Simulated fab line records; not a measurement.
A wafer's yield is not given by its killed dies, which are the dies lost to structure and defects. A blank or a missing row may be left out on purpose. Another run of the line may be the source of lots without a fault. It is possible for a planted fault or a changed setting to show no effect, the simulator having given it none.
fab line records	flow sky130
[record] lots = 12	wafers = 36	last-day = 50
route steps=708 shown VIA1@479 METAL2@485 PAD_OPEN@708
lots with no fault: from the same line, run without faults
start-h: the number of hours between the record's first day and the start of the first shown wafer of the lot	wait-h: how many hours have passed since the lot's step before this one	" unchanged from the row above	L1.1+2: a row that stands for several wafers	- value missing, or start not given	* or withheld: withheld	< > ~ a bound
route shown NAME@n: names a module that has steps shown in the file, with the first one's number in the route	usual: the fault-free wafers' mean and standard deviation	same: alike in all rows	chamber/n: place in a boat	sites: each site's reading	_std_site: standard deviation of those values	_edge_site: mean of outer sites minus mean of inner sites	radius-mm: how far each site lies from the wafer's centre	mask NAME#n: copy n	behind: tool/chamber where the wafer was last shaped	hold: what put the lot on hold/how long, in hours/how the hold closed	device: whichever transistor did not switch (one of n, p or np)	end of line: the route-end tests of the same wafers	a step without rows: its recipe alone	killed: at the first sort, the dies lost to defects and structure; wafer yield is something else	map: per-die view of a wafer (x killed, . not killed, _ where there is no die)
set.NAME: the setting as run; set.NAME@STEP: as run at that earlier step	model.NAME: the simulator's own value behind a step, which no gauge read
route steps across a sampled set of lots; one table per step, one row per wafer
services: a tool's chamber out of use, with start hour (start-h, from the record's first day; less than 0 if before it), hours out, and reason
[[steps]]
[step SKY_VIA1_CVD_21]
[recipe] material = W	target-thk-nm = 270	time-s = 80.902	temp-c = 400	pressure-torr = 40
[usual] heater-power-w = 850/53
lot.wafer	tool	chamber	start-h	wait-h	heater-power-w
L546.2	cvd-w-01	1	785.66	0.0	831
L546.3	"	0	"	"	905
L546.4	"	1	"	"	840
L547.3	cvd-w-01	0	800.80	0.1	932
L547.5	"	1	"	"	812
L547.6	"	0	"	"	939
L550.1	cvd-w-01	1	815.28	0.0	835
L550.2	"	0	"	"	946
L550.6	"	1	"	"	809
L551.1	cvd-w-01	0	825.05	0.0	931
L551.4	"	1	"	"	839
L551.6	"	1	"	"	826
L554.1	cvd-w-01	1	875.64	0.0	859
L554.4	"	0	"	"	916
L554.5	"	0	"	"	929
L555.4	cvd-w-01	1	880.68	0.1	838
L555.5	"	0	"	"	907
L555.6	"	1	"	"	847
L557.2	cvd-w-02	1	885.02	0.0	831
L557.4	"	0	"	"	799
L557.6	"	1	"	"	825
L560.3	cvd-w-01	0	903.23	0.1	900
L560.5	"	0	"	"	897
L560.6	"	1	"	"	820
L559.1	cvd-w-01	0	910.48	0.0	918
L559.2	"	1	"	"	849
L559.5	"	0	"	"	925
L562.1	cvd-w-01	1	922.94	0.0	813
L562.3	"	1	"	"	831
L562.4	"	0	"	"	925
L567.1	cvd-w-02	1	945.55	0.0	830
L567.2	"	0	"	"	772
L567.5	"	0	"	"	782
L568.1	cvd-w-02	0	954.47	0.0	773
L568.3	"	0	"	"	796
L568.4	"	1	"	"	810
[step SKY_METAL2_SPUTTER_02]
[recipe] material = AlCu	target-thk-nm = 250	power-w = 10600	time-s = 13.3	chamber-pressure-pa = 0.4
[usual] cathode-dc-power-W = 10600/2	throttle-valve-pct = 29.6/1.2
lot.wafer	tool	chamber	start-h	wait-h	cathode-dc-power-W	throttle-valve-pct
L546.2	pvd-sputter-04	-	786.29	0.0	10599	30.7
L546.3	"	-	"	"	10598	31.3
L546.4	"	-	"	"	10601	29.7
L547.3	pvd-sputter-02	-	801.39	0.0	10598	31.5
L547.5	"	-	"	"	10599	29.0
L547.6	"	-	"	"	10600	29.9
L550.1	pvd-sputter-02	-	815.90	0.0	10599	28.5
L550.2	"	-	"	"	10597	29.4
L550.6	"	-	"	"	10600	31.5
L551.1	pvd-sputter-02	-	826.51	0.0	10598	29.0
L551.4	"	-	"	"	10600	29.6
L551.6	"	-	"	"	10601	31.2
L554.1	pvd-sputter-01	-	876.26	0.0	10601	29.2
L554.4	"	-	"	"	10598	29.6
L554.5	"	-	"	"	10602	28.0
L555.4	pvd-sputter-04	-	881.38	0.0	10598	31.3
L555.5	"	-	"	"	10602	30.5
L555.6	"	-	"	"	10599	29.6
L557.2	pvd-sputter-02	-	885.64	0.0	10601	31.2
L557.4	"	-	"	"	10600	28.8
L557.6	"	-	"	"	10601	32.1
L560.3	pvd-sputter-02	-	903.82	0.0	10599	29.9
L560.5	"	-	"	"	10600	31.9
L560.6	"	-	"	"	10601	29.1
L559.1	pvd-sputter-01	-	911.10	0.0	10603	28.0
L559.2	"	-	"	"	10601	29.1
L559.5	"	-	"	"	10598	28.4
L562.1	pvd-sputter-01	-	923.56	0.0	10599	29.6
L562.3	"	-	"	"	10600	28.5
L562.4	"	-	"	"	10599	28.1
L567.1	pvd-sputter-01	-	946.17	0.0	10604	29.5
L567.2	"	-	"	"	10600	28.2
L567.5	"	-	"	"	10598	29.6
L568.1	pvd-sputter-02	-	955.09	0.0	10603	29.0
L568.3	"	-	"	"	10598	30.1
L568.4	"	-	"	"	10599	31.6
[step SKY_METAL2_CD_MEAS_15]
[recipe] target-cd-nm = 140
[usual] cd-nm = 140.6/1.6
lot.wafer	tool	chamber	start-h	wait-h	cd-nm
L546.2	cd-sem-02	-	812.57	-	142.0
L546.3	"	-	"	"	142.2
L546.4	"	-	"	"	140.9
L547.3	cd-sem-01	-	827.30	-	140.3
L547.5	"	-	"	"	140.9
L547.6	"	-	"	"	140.9
L550.1	cd-sem-02	-	842.10	-	139.0
L550.2	"	-	"	"	141.5
L550.6	"	-	"	"	141.1
L551.1	cd-sem-01	-	852.44	-	140.7
L551.4	"	-	"	"	140.8
L551.6	"	-	"	"	141.0
L554.1	cd-sem-01	-	902.65	-	141.1
L554.4	"	-	"	"	141.4
L554.5	"	-	"	"	141.1
L555.4	cd-sem-01	-	906.87	-	141.9
L555.5	"	-	"	"	144.0
L555.6	"	-	"	"	142.6
L557.2	cd-sem-02	-	911.27	-	142.1
L557.4	"	-	"	"	143.0
L557.6	"	-	"	"	143.9
L560.3	cd-sem-02	-	928.78	-	140.7
L560.5	"	-	"	"	141.9
L560.6	"	-	"	"	140.4
L559.1	cd-sem-01	-	936.26	-	138.6
L559.2	"	-	"	"	140.1
L559.5	"	-	"	"	141.0
L562.1	cd-sem-01	-	947.94	-	141.4
L562.3	"	-	"	"	140.4
L562.4	"	-	"	"	142.9
L567.1	cd-sem-01	-	970.39	-	140.1
L567.2	"	-	"	"	138.9
L567.5	"	-	"	"	138.7
L568.1	cd-sem-02	-	978.89	-	138.2
L568.3	"	-	"	"	138.4
L568.4	"	-	"	"	137.5
[step SKY_METAL2_ETCH_18]
[recipe] chemistry = N2/H2	target = BARC	ion-energy-ev = 200	bias-w = 100	pressure-mtorr = 30	n2-flow-sccm = 100	h2-flow-sccm = 200	icp-w = 500	stop-on = SiO2	time-s = 45.9	target-depth-a = 600
[usual] drypump-motor-current-A = 5.90/0.16	h2-flow-sccm = 200.0/0.64	oes-product-au = 0.855/0.0048	throttle-valve-pct = 13.226/0.0093
lot.wafer	tool	chamber	start-h	wait-h	drypump-motor-current-A	h2-flow-sccm	oes-product-au	rf-hours-counter-h	throttle-valve-pct
L546.2	rie-metal-01	0	812.74	0.0	6.05	200.1	0.858	5	13.241
L546.3	"	0	"	"	6.03	200.7	0.856	-	13.237
L546.4	"	1	"	"	5.74	199.8	0.849	-	13.214
L547.3	rie-metal-01	1	827.47	0.0	5.75	200.2	0.858	-	13.210
L547.5	"	1	"	"	5.75	200.4	0.852	-	13.227
L547.6	"	0	"	"	5.99	200.1	0.857	-	13.231
L550.1	rie-metal-01	0	842.29	0.0	6.05	200.1	0.862	6	13.226
L550.2	"	1	"	"	5.72	200.1	0.863	17	13.214
L550.6	"	0	"	"	6.03	200.1	0.851	-	13.231
L551.1	rie-metal-03	0	852.66	0.1	5.79	200.6	0.858	14	13.241
L551.4	"	0	"	"	5.78	200.7	0.865	-	13.221
L551.6	"	0	"	"	5.78	201.2	0.852	-	13.218
L554.1	rie-metal-01	0	902.87	0.1	6.08	199.3	0.852	10	13.227
L554.4	"	0	"	"	6.03	200.3	0.858	-	13.211
L554.5	"	0	"	"	6.04	200.2	0.861	-	13.221
L555.4	rie-metal-02	1	907.09	0.1	5.89	200.2	0.856	-	13.229
L555.5	"	1	"	"	5.89	200.0	0.852	-	13.230
L555.6	"	1	"	"	5.87	199.5	0.853	-	13.225
L557.2	rie-metal-03	1	911.49	0.1	5.74	200.0	0.859	-	13.235
L557.4	"	1	"	"	5.75	200.6	0.858	-	13.223
L557.6	"	1	"	"	5.72	199.9	0.859	-	13.229
L560.3	rie-metal-03	0	928.95	0.0	5.79	200.3	0.834	-	13.225
L560.5	"	1	"	"	5.72	199.3	0.825	-	13.229
L560.6	"	0	"	"	5.77	200.7	0.830	-	13.233
L559.1	rie-metal-02	0	936.45	0.0	6.18	200.6	0.863	9	13.227
L559.2	"	1	"	"	5.86	200.3	0.853	18	13.233
L559.5	"	0	"	"	6.19	200.5	0.856	-	13.220
L562.1	rie-metal-03	1	948.12	0.0	5.73	199.5	0.814	3	13.210
L562.3	"	1	"	"	5.72	199.1	0.816	-	13.227
L562.4	"	0	"	"	5.79	200.0	0.817	-	13.221
L567.1	rie-metal-02	0	970.57	0.0	6.19	200.1	0.862	11	13.247
L567.2	"	1	"	"	5.83	199.7	0.853	19	13.216
L567.5	"	1	"	"	5.86	200.7	0.862	-	13.231
L568.1	rie-metal-01	0	979.11	0.1	6.03	200.7	0.857	16	13.228
L568.3	"	0	"	"	6.04	200.7	0.852	-	13.219
L568.4	"	0	"	"	6.06	201.0	0.853	-	13.213
[step SKY_METAL2_STRIP_20]
[recipe] chemistry = O2/N2	power-w = 1400	pressure-mtorr = 1500	platen-temp-c = withheld	o2-flow-sccm = 3000	n2-flow-sccm = 300	overash-fraction = 0.5
[usual] drypump-motor-current-A = 5.43/0.23	oes-product-au = 0.342/0.0053	strip-time-to-endpoint-s = 2.70/0.039
lot.wafer	tool	chamber	start-h	wait-h	drypump-motor-current-A	oes-product-au	rf-hours-counter-h	strip-time-to-endpoint-s
L546.2	plasma-asher-01	0	812.89	0.1	5.35	0.352	59	2.69
L546.3	"	1	"	"	5.68	0.338	-	2.71
L546.4	"	0	"	"	5.36	0.349	-	2.75
L547.3	plasma-asher-02	1	827.63	0.1	5.42	0.340	-	2.67
L547.5	"	1	"	"	5.41	0.341	-	2.68
L547.6	"	0	"	"	5.69	0.336	-	2.64
L550.1	plasma-asher-02	0	842.44	0.1	5.68	0.341	47	2.66
L550.2	"	1	"	"	5.43	0.343	47	2.66
L550.6	"	1	"	"	5.41	0.342	-	2.64
L551.1	plasma-asher-03	0	852.96	0.1	5.01	0.354	102	2.68
L551.4	"	0	"	"	5.00	0.350	-	2.71
L551.6	"	0	"	"	5.00	0.333	-	2.70
L554.1	plasma-asher-03	0	903.17	0.1	5.05	0.341	107	2.68
L554.4	"	0	"	"	5.03	0.343	-	2.68
L554.5	"	0	"	"	5.02	0.342	-	2.64
L555.4	plasma-asher-01	0	907.37	0.1	5.36	0.348	-	2.75
L555.5	"	0	"	"	5.32	0.344	-	2.72
L555.6	"	1	"	"	5.69	0.348	-	2.76
L557.2	plasma-asher-02	0	911.77	0.1	5.69	0.353	54	2.70
L557.4	"	0	"	"	5.67	0.340	-	2.68
L557.6	"	0	"	"	5.66	0.349	-	2.70
L560.3	plasma-asher-01	0	929.11	0.1	5.34	0.341	-	2.82
L560.5	"	1	"	"	5.70	0.350	-	2.84
L560.6	"	0	"	"	5.38	0.349	-	2.82
L559.1	plasma-asher-01	0	936.60	0.1	5.37	0.345	72	2.67
L559.2	"	1	"	"	5.68	0.346	72	2.73
L559.5	"	0	"	"	5.39	0.345	-	2.71
L562.1	plasma-asher-03	0	948.28	0.1	5.02	0.349	112	2.80
L562.3	"	1	"	"	5.36	0.348	-	2.82
L562.4	"	0	"	"	5.00	0.345	-	2.78
L567.1	plasma-asher-02	1	970.73	0.1	5.43	0.348	60	2.70
L567.2	"	0	"	"	5.69	0.348	60	2.79
L567.5	"	1	"	"	5.44	0.346	-	2.77
L568.1	plasma-asher-02	0	979.41	0.1	5.68	0.332	61	2.64
L568.3	"	1	"	"	5.42	0.336	-	2.66
L568.4	"	0	"	"	5.70	0.344	-	2.67
[step SKY_PAD_OPEN_PROBE_99]
[usual] defect-limited-yield = 82.4/1.8	killed_at_M0_to_M3 = 44/6.4	killed_at_M4_up = 3.6/2.1	killed-at-contacts = 23/5.1	killed-at-front-end = 15/4.3	killed-at-other = 0.3/0.56	killed-dies = 86/9	killed-open = 47/6.4	killed-short = 39/5.8
[same] gross-dies = 492	killed-at-back-side = 0
lot.wafer	tool	chamber	start-h	wait-h	defect-limited-yield[%]	killed_at_M0_to_M3	killed_at_M4_up	killed-at-contacts	killed-at-front-end	killed-at-other	killed-dies	killed-open	killed-short
L546.2	prober-01	-	1065.70	0.1	84.6	36	3	21	16	0	76	45	31
L546.3	prober-01	-	1065.75	0.2	82.1	48	5	21	14	0	88	49	39
L546.4	prober-01	-	1065.80	0.2	81.5	43	1	25	22	0	91	43	47
L547.3	prober-02	-	1081.77	0.2	82.1	51	4	23	10	0	88	54	34
L547.5	prober-02	-	1081.87	0.2	80.7	53	4	20	16	2	95	44	51
L547.6	prober-02	-	1081.92	0.2	80.5	43	9	27	17	0	96	52	44
L550.1	prober-01	-	1093.44	0.1	80.3	44	8	29	16	0	97	53	43
L550.2	prober-01	-	1093.49	0.1	83.9	40	2	22	13	2	79	38	41
L550.6	prober-01	-	1093.69	0.2	82.1	48	2	14	22	2	88	46	41
L551.1	prober-01	-	1101.46	0.1	85.2	40	1	21	11	0	73	42	31
L551.4	prober-01	-	1101.61	0.2	78.9	61	4	26	13	0	104	60	44
L551.6	prober-01	-	1101.71	0.2	83.1	53	4	15	10	1	83	50	33
L554.1	prober-02	-	1129.87	0.1	86.0	39	3	18	9	0	69	42	27
L554.4	prober-02	-	1130.02	0.2	83.1	47	4	19	13	0	83	41	41
L554.5	prober-02	-	1130.07	0.2	83.1	48	4	15	15	1	83	42	41
L555.4	prober-01	-	1135.34	0.2	79.9	53	3	28	15	0	99	57	42
L555.5	prober-01	-	1135.39	0.2	81.7	56	2	14	17	1	90	51	39
L555.6	prober-01	-	1135.44	0.2	83.9	33	5	25	16	0	79	44	35
L557.2	prober-01	-	1138.62	0.1	79.5	50	3	30	18	0	101	59	42
L557.4	prober-01	-	1138.72	0.2	84.3	35	4	19	19	0	77	34	43
L557.6	prober-01	-	1138.82	0.2	85.8	36	4	14	16	0	70	42	28
L560.3	prober-01	-	1154.07	0.2	82.9	37	2	32	13	0	84	47	37
L560.5	prober-01	-	1154.17	0.2	82.5	37	6	24	19	0	86	49	37
L560.6	prober-01	-	1154.22	0.2	81.7	43	3	22	22	0	90	51	39
L559.1	prober-01	-	1156.82	0.1	80.5	50	2	19	24	1	96	52	43
L559.2	prober-01	-	1156.87	0.1	78.9	49	1	39	12	3	104	53	49
L559.5	prober-01	-	1157.02	0.2	82.9	48	3	19	14	0	84	41	43
L562.1	prober-01	-	1168.40	0.1	84.6	41	1	16	18	0	76	51	25
L562.3	prober-01	-	1168.50	0.2	81.7	47	4	20	19	0	90	43	47
L562.4	prober-01	-	1168.55	0.2	80.1	47	0	32	19	0	98	58	40
L567.1	prober-02	-	1187.15	0.1	83.3	50	0	17	15	0	82	50	32
L567.2	prober-02	-	1187.20	0.1	79.7	43	4	35	17	1	100	59	41
L567.5	prober-02	-	1187.35	0.2	84.1	41	4	22	11	0	78	44	34
L568.1	prober-01	-	1194.52	0.1	81.3	47	2	27	16	0	92	53	39
L568.3	prober-01	-	1194.62	0.2	85.6	35	4	15	17	0	71	37	34
L568.4	prober-01	-	1194.67	0.2	81.9	50	2	26	10	1	89	49	39
// killed by level:class
L546.2 VIA1:geometric-particle:open=10 LI_CONTACT:geometric-particle:open=8 VIA1:geometric-particle:short=7 CONTACT:geometric-particle:open=6 VIA3:geometric-particle:open=6 VIA2:geometric-particle:open=5 FIELD_ISO:geometric-particle:short=4 POLY_GATE:geometric-particle:open=3
L546.3 VIA1:geometric-particle:short=11 VIA1:geometric-particle:open=10 CONTACT:geometric-particle:open=10 VIA3:geometric-particle:open=7 FIELD_ISO:geometric-particle:open=6 METAL2:geometric-particle:short=6 VIA2:geometric-particle:open=5 POLY_GATE:geometric-particle:open=4
L546.4 VIA2:geometric-particle:open=7 FIELD_ISO:geometric-particle:short=6 CONTACT:geometric-particle:open=6 CONTACT:geometric-particle:short=6 VIA1:geometric-particle:open=6 VIA3:geometric-particle:open=6 POLY_GATE:geometric-particle:short=5 POLY_GATE:geometric-particle:open=5
L547.3 VIA1:geometric-particle:open=13 VIA2:geometric-particle:open=10 CONTACT:geometric-particle:open=9 VIA3:geometric-particle:open=8 METAL1:geometric-particle:short=7 LOCAL_INTERCONNECT:geometric-particle:short=5 LI_CONTACT:geometric-particle:open=4 FIELD_ISO:geometric-particle:open=3
L547.5 VIA1:geometric-particle:open=13 METAL2:geometric-particle:short=8 VIA2:geometric-particle:open=8 LI_CONTACT:geometric-particle:open=7 LI_CONTACT:geometric-particle:short=5 METAL1:geometric-particle:short=5 VIA3:geometric-particle:open=5 POLY_GATE:geometric-particle:short=4
L547.6 VIA2:geometric-particle:open=10 CONTACT:geometric-particle:open=9 METAL4:geometric-particle:short=8 LI_CONTACT:geometric-particle:open=7 VIA1:geometric-particle:open=7 VIA1:geometric-particle:short=6 VIA3:geometric-particle:open=5 FIELD_ISO:geometric-particle:open=4
L550.1 VIA2:geometric-particle:open=11 LI_CONTACT:geometric-particle:open=10 VIA1:geometric-particle:open=8 CONTACT:geometric-particle:open=7 METAL2:geometric-particle:short=5 VIA2:geometric-particle:short=5 METAL4:geometric-particle:short=5 LI_CONTACT:geometric-particle:short=4
L550.2 VIA1:geometric-particle:open=12 LI_CONTACT:geometric-particle:open=7 METAL1:geometric-particle:short=7 LI_CONTACT:geometric-particle:short=5 POLY_GATE:geometric-particle:short=4 CONTACT:geometric-particle:open=4 VIA2:geometric-particle:short=4 VIA2:geometric-particle:open=4
L550.6 VIA2:geometric-particle:open=12 VIA1:geometric-particle:open=8 METAL2:geometric-particle:short=7 FIELD_ISO:geometric-particle:open=5 VIA2:geometric-particle:short=5 VIA3:geometric-particle:open=5 FIELD_ISO:geometric-particle:short=4 POLY_GATE:geometric-particle:open=4
L551.1 VIA1:geometric-particle:open=10 CONTACT:geometric-particle:open=7 VIA3:geometric-particle:open=7 METAL2:geometric-particle:short=6 CONTACT:geometric-particle:short=6 FIELD_ISO:geometric-particle:open=5 LI_CONTACT:geometric-particle:open=4 METAL1:geometric-particle:short=4
L551.4 METAL2:geometric-particle:short=14 VIA3:geometric-particle:open=12 CONTACT:geometric-particle:open=11 VIA2:geometric-particle:open=9 VIA1:geometric-particle:open=9 LI_CONTACT:geometric-particle:open=6 POLY_GATE:geometric-particle:open=5 VIA1:geometric-particle:short=5
L551.6 METAL2:geometric-particle:short=10 VIA1:geometric-particle:open=9 CONTACT:geometric-particle:open=9 VIA2:geometric-particle:open=9 VIA3:geometric-particle:open=7 VIA1:geometric-particle:short=6 METAL2:geometric-particle:open=3 METAL3:geometric-particle:short=3
L554.1 VIA1:geometric-particle:open=10 VIA2:geometric-particle:open=9 CONTACT:geometric-particle:open=8 LI_CONTACT:geometric-particle:open=6 VIA1:geometric-particle:short=6 METAL1:geometric-particle:short=5 FIELD_ISO:geometric-particle:open=4 VIA2:geometric-particle:short=3
L554.4 VIA1:geometric-particle:open=10 VIA1:geometric-particle:short=9 METAL1:geometric-particle:short=7 CONTACT:geometric-particle:open=7 VIA2:geometric-particle:open=7 FIELD_ISO:geometric-particle:short=4 VIA3:geometric-particle:open=4 FIELD_ISO:geometric-particle:open=3
L554.5 VIA1:geometric-particle:open=12 VIA2:geometric-particle:open=6 POLY_GATE:geometric-particle:open=5 METAL1:geometric-particle:short=5 VIA3:geometric-particle:open=5 METAL2:geometric-particle:short=5 FIELD_ISO:geometric-particle:open=4 POLY_GATE:geometric-particle:short=4
L555.4 CONTACT:geometric-particle:open=13 VIA1:geometric-particle:open=12 VIA2:geometric-particle:open=9 FIELD_ISO:geometric-particle:short=5 VIA3:geometric-particle:short=5 VIA3:geometric-particle:open=5 LI_CONTACT:geometric-particle:short=4 CONTACT:geometric-particle:short=4
L555.5 VIA1:geometric-particle:open=13 VIA2:geometric-particle:open=8 VIA2:geometric-particle:short=6 CONTACT:geometric-particle:open=6 METAL2:geometric-particle:short=6 VIA3:geometric-particle:short=6 FIELD_ISO:geometric-particle:short=5 FIELD_ISO:geometric-particle:open=4
L555.6 CONTACT:geometric-particle:open=9 FIELD_ISO:geometric-particle:open=7 VIA1:geometric-particle:open=7 VIA2:geometric-particle:open=7 LI_CONTACT:geometric-particle:open=5 CONTACT:geometric-particle:short=5 FIELD_ISO:geometric-particle:short=4 VIA1:geometric-particle:short=4
L557.2 VIA1:geometric-particle:open=14 CONTACT:geometric-particle:open=9 POLY_GATE:geometric-particle:open=7 LI_CONTACT:geometric-particle:open=7 VIA2:geometric-particle:open=7 VIA2:geometric-particle:short=7 LOCAL_INTERCONNECT:geometric-particle:short=5 METAL1:geometric-particle:short=5
L557.4 CONTACT:geometric-particle:open=9 POLY_GATE:geometric-particle:short=8 METAL1:geometric-particle:short=8 VIA3:geometric-particle:open=6 POLY_GATE:geometric-particle:open=5 VIA1:geometric-particle:short=5 VIA1:geometric-particle:open=5 FIELD_ISO:geometric-particle:short=4
L557.6 CONTACT:geometric-particle:open=8 VIA1:geometric-particle:open=7 VIA3:geometric-particle:open=7 VIA2:geometric-particle:open=5 LI_CONTACT:geometric-particle:open=4 METAL1:geometric-particle:short=4 METAL2:geometric-particle:short=4 POLY_GATE:geometric-particle:short=3
L560.3 CONTACT:geometric-particle:open=11 VIA1:geometric-particle:open=11 LI_CONTACT:geometric-particle:open=7 LOCAL_INTERCONNECT:geometric-particle:short=7 METAL2:geometric-particle:short=6 FIELD_ISO:geometric-particle:short=4 VIA3:geometric-particle:short=4 POLY_GATE:geometric-particle:open=3
L560.5 CONTACT:geometric-particle:open=11 VIA1:geometric-particle:open=9 FIELD_ISO:geometric-particle:short=8 LI_CONTACT:geometric-particle:open=6 VIA2:geometric-particle:open=6 FIELD_ISO:geometric-particle:open=5 VIA1:geometric-particle:short=4 VIA2:geometric-particle:short=4
L560.6 VIA1:geometric-particle:open=11 LI_CONTACT:geometric-particle:open=9 CONTACT:geometric-particle:open=7 FIELD_ISO:geometric-particle:short=6 METAL1:geometric-particle:short=6 POLY_GATE:geometric-particle:open=6 METAL2:geometric-particle:short=5 VIA3:geometric-particle:open=5
L559.1 VIA1:geometric-particle:open=11 VIA2:geometric-particle:open=9 POLY_GATE:geometric-particle:open=7 VIA1:geometric-particle:short=7 LI_CONTACT:geometric-particle:open=6 LOCAL_INTERCONNECT:geometric-particle:short=6 FIELD_ISO:geometric-particle:open=5 METAL1:geometric-particle:short=5
L559.2 LI_CONTACT:geometric-particle:open=11 CONTACT:geometric-particle:open=11 VIA1:geometric-particle:open=10 LOCAL_INTERCONNECT:geometric-particle:short=9 METAL2:geometric-particle:short=9 VIA2:geometric-particle:open=9 FIELD_ISO:geometric-particle:short=7 METAL2:geometric-particle:open=5
L559.5 CONTACT:geometric-particle:open=8 VIA2:geometric-particle:open=8 VIA1:geometric-particle:open=7 METAL2:geometric-particle:short=6 VIA3:geometric-particle:open=6 FIELD_ISO:geometric-particle:short=5 VIA2:geometric-particle:short=5 METAL1:geometric-particle:short=4
L562.1 VIA1:geometric-particle:open=12 CONTACT:geometric-particle:open=10 POLY_GATE:geometric-particle:open=7 FIELD_ISO:geometric-particle:open=5 METAL1:geometric-particle:short=5 LI_CONTACT:geometric-particle:open=4 VIA3:geometric-particle:short=4 VIA2:geometric-particle:open=3
L562.3 VIA1:geometric-particle:open=9 METAL1:geometric-particle:short=8 LI_CONTACT:geometric-particle:open=6 METAL2:geometric-particle:short=6 VIA2:geometric-particle:open=6 FIELD_ISO:geometric-particle:open=5 POLY_GATE:geometric-particle:short=5 LI_CONTACT:geometric-particle:short=5
L562.4 CONTACT:geometric-particle:open=13 VIA1:geometric-particle:open=10 LI_CONTACT:geometric-particle:open=8 VIA2:geometric-particle:open=8 FIELD_ISO:geometric-particle:short=6 METAL2:geometric-particle:short=6 POLY_GATE:geometric-particle:open=5 METAL1:geometric-particle:short=5
L567.1 VIA1:geometric-particle:open=11 VIA3:geometric-particle:open=9 METAL1:geometric-particle:short=8 CONTACT:geometric-particle:open=7 POLY_GATE:geometric-particle:open=6 VIA2:geometric-particle:open=6 VIA2:geometric-particle:short=4 LI_CONTACT:geometric-particle:open=4
L567.2 CONTACT:geometric-particle:open=14 VIA1:geometric-particle:open=12 CONTACT:geometric-particle:short=9 VIA3:geometric-particle:open=6 LI_CONTACT:geometric-particle:open=5 LOCAL_INTERCONNECT:geometric-particle:short=5 METAL1:geometric-particle:open=5 POLY_GATE:geometric-particle:short=4
L567.5 VIA1:geometric-particle:open=11 VIA2:geometric-particle:open=7 VIA3:geometric-particle:open=7 LI_CONTACT:geometric-particle:open=6 CONTACT:geometric-particle:short=5 CONTACT:geometric-particle:open=5 VIA1:geometric-particle:short=5 METAL2:geometric-particle:short=5
L568.1 LI_CONTACT:geometric-particle:open=10 CONTACT:geometric-particle:open=8 METAL1:geometric-particle:short=8 VIA3:geometric-particle:open=8 FIELD_ISO:geometric-particle:open=7 VIA1:geometric-particle:short=7 VIA1:geometric-particle:open=7 VIA3:geometric-particle:short=6
L568.3 VIA1:geometric-particle:open=11 CONTACT:geometric-particle:open=7 FIELD_ISO:geometric-particle:short=5 METAL1:geometric-particle:short=5 CONTACT:geometric-particle:short=5 POLY_GATE:geometric-particle:open=4 METAL4:geometric-particle:short=4 METAL2:geometric-particle:short=3
L568.4 CONTACT:geometric-particle:open=12 VIA1:geometric-particle:open=9 VIA3:geometric-particle:open=9 VIA1:geometric-particle:short=8 CONTACT:geometric-particle:short=6 VIA2:geometric-particle:short=6 LI_CONTACT:geometric-particle:open=5 FIELD_ISO:geometric-particle:short=4
[[services]]
tool	chamber	start-h	hours	kind
plasma-asher-02	-	772.92	1.0	repair
rie-metal-02	1	777.16	13.6	repair
rie-metal-03	1	779.25	5.1	repair
plasma-asher-02	-	811.07	3.2	repair
cvd-w-02	-	813.07	2.8	pm
rie-metal-03	1	825.27	60.9	repair
pvd-sputter-02	-	831.94	8.7	repair
pvd-sputter-02	2	856.35	-	consumable-replace:kit
pvd-sputter-02	2	856.35	18.0	scheduled-down
pvd-sputter-02	2	856.35	18.0	vent-cycle
rie-metal-01	1	857.00	50.2	repair
rie-metal-02	-	865.87	1.2	repair
rie-metal-01	0	881.27	10.1	repair
rie-metal-01	-	889.70	2.7	repair
rie-metal-02	0	903.72	4.0	repair
cvd-w-02	-	904.00	14.0	pm
cvd-w-02	-	906.42	1.3	repair
rie-metal-01	1	907.17	-	clean
rie-metal-01	1	907.17	15.5	scheduled-down
pvd-sputter-04	-	917.42	2.3	repair
cvd-w-01	-	938.12	2.8	pm
plasma-asher-02	-	947.48	2.5	repair
rie-metal-03	-	963.67	1.1	repair
rie-metal-01	1	976.91	5.8	repair
[[key]]
[first-sign] step = SKY_METAL2_ETCH_18	reading = oes-product-au	direction = down	sigmas = 6.8	usual = 0.855	struck = 0.823
[effect] step = SKY_METAL2_STRIP_20	reading = strip-time-to-endpoint-s	direction = up	sigmas = 3	usual = *	struck = *
met-at SKY_METAL2_ETCH_18
struck-lots L560,L562
not-acting-at SKY_VIA1_CVD_21,SKY_METAL2_SPUTTER_02,SKY_METAL2_CD_MEAS_15
onset-between 911.49 928.95
[fault] kind = process-parameter-drift	tool = rie-metal-03	chamber = -	onset-h = 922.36	steps = SKY_METAL2_ETCH_18	channel = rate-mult	offset = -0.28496	shape = step	end-h = 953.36
